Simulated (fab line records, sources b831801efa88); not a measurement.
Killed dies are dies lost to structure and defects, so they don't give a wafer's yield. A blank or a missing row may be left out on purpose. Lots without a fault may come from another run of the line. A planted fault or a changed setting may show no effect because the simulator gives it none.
Problem report in the 8D (eight disciplines) form, filled by code | flow gf180mcu | the parts of the form that need people (team, actions taken, sign-off) are left out

1. THE PROBLEM
developer_temp_C at GF_SAB_DEVELOP_08 reads a mean of 20.71 C on 6 wafers of 2 lots; wafers without a fault read 23.01 C with a standard deviation of 0.11. That is -21 standard deviations from the usual mean.
The step: develop time 57.28 s.
First seen on wafer L571.3, day 18 11:14, on litho_track-04. The record holds 42 wafers of 14 lots with a number at this step. Rule for "out", or "out of limits": more than 4 standard deviations from the usual mean. The other wafers with a number count as sound.

2. WHAT IT IS AND WHAT IT IS NOT
question                    | is                     | is not
which readings at this step | developer_temp_C       | -
which lots                  | L571, L572             | L563, L565, L576, L577, L578, L579, L580, L581, L582, L583, L584, L585
which wafers of those lots  | all that have a number | -
read on which tools         | litho_track-04         | litho_track-01, litho_track-02
when                        | from day 18 11:14      | up to then (6 sound wafers); but 30 sound wafers of L576, L577, L578, L579, L580, L581, L582, L583, L584, L585 came after

3. SUSPECTS, AND WHAT RULES EACH OUT
Counting: a tool at a process step up to the reading stays a suspect if it ran every lot that is out and no sound lot after the first of them.
- litho_track-04 at GF_SAB_DEVELOP_08 (develop time 57.28 s): ruled out as a lasting fault. Sound lots L581, L583, L584, L585 ran on it after its first lot that is out, L571 (day 18 11:14).
Left after counting: nothing in the record.

4. THE CAUSE (what the simulator had put in)
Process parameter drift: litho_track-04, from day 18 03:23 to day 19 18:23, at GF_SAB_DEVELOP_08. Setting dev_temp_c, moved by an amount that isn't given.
Counting ruled it out, wrongly.

5. THE CHAIN OF EFFECTS, in route order
Each row: a reading whose mean over the struck wafers that have a number lies more than 3 standard deviations from the usual. Only readings for which the record gives a usual standard deviation are gone through. hours: the time from each lot's start at the first step in this table that gives one to its start at this step, as a median over the lots. sigmas: the change in usual standard deviations.
hours | step              | reading          | usual   | on struck wafers | change | sigmas
0     | GF_SAB_DEVELOP_08 | developer_temp_C | 23.01 C | 20.71            | -2.30  | -21
The process steps in it:
- GF_SAB_DEVELOP_08: develop time 57.28 s.
Later measuring or inspecting steps at which every struck wafer that the step has a row for has a number for every such reading, and none has moved that far: GF_M4_OVL_MEAS_15.

6. WHAT WOULD HAVE CAUGHT IT SOONER
In this record the first reading out of limits was taken at day 18 11:14, 8 hours after the fault began at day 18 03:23.
